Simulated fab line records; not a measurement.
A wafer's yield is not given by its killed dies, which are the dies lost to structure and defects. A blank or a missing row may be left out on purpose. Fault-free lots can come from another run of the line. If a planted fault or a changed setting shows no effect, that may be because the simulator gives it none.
Matching of chambers -- flow gf180mcu -- pecvd-03 running GF_PASSIVATION_CVD_00: 3 sister chambers
The step deposits SiO2 from TEOS, target thk 1000 nm, time 111.95 s. 3 wafers are shown with their chamber, then 8 later ones without.

EACH WAFER AND ITS CHAMBER
wafer,chamber,heater-power-w (W)
L083.5,1,813
L088.6,2,552
L089.1,0,703

WAFERS WITHOUT THEIR CHAMBER
wafer,heater-power-w (W)
L089.2,707
L089.4,789
L095.1,861
L095.3,638
L095.5,685
L096.1,835
L096.2,625
L096.4,670

WHICH CHAMBER EACH WENT THROUGH
wafer,from the rows above,in truth
L089.2,0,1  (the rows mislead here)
L089.4,can't be placed: 1 or 0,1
L095.1,1,1
L095.3,can't be placed: 0 or 2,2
L095.5,0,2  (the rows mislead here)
L096.1,1,1
L096.2,can't be placed: 2 or 0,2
L096.4,0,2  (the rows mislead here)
Correctly placed: 2 of 8. Can't be placed from these rows: 3 (the true chamber is among the candidates in 3). Placed wrongly: 3.
How it was worked out, from the rows above alone: a wafer's distance from a chamber is the root of the sum, over the readings, of the square of ((its reading less the chamber's mean) divided by the reading's scatter). If the next closest chamber is less than 2 further off than the closest, the wafer can't be placed; otherwise it belongs to the closest. Each chamber's mean is taken over the wafers shown for it. The scatter: with one shown wafer a chamber, the root of the mean of the squares of how far each hidden wafer lies from its nearest shown one.
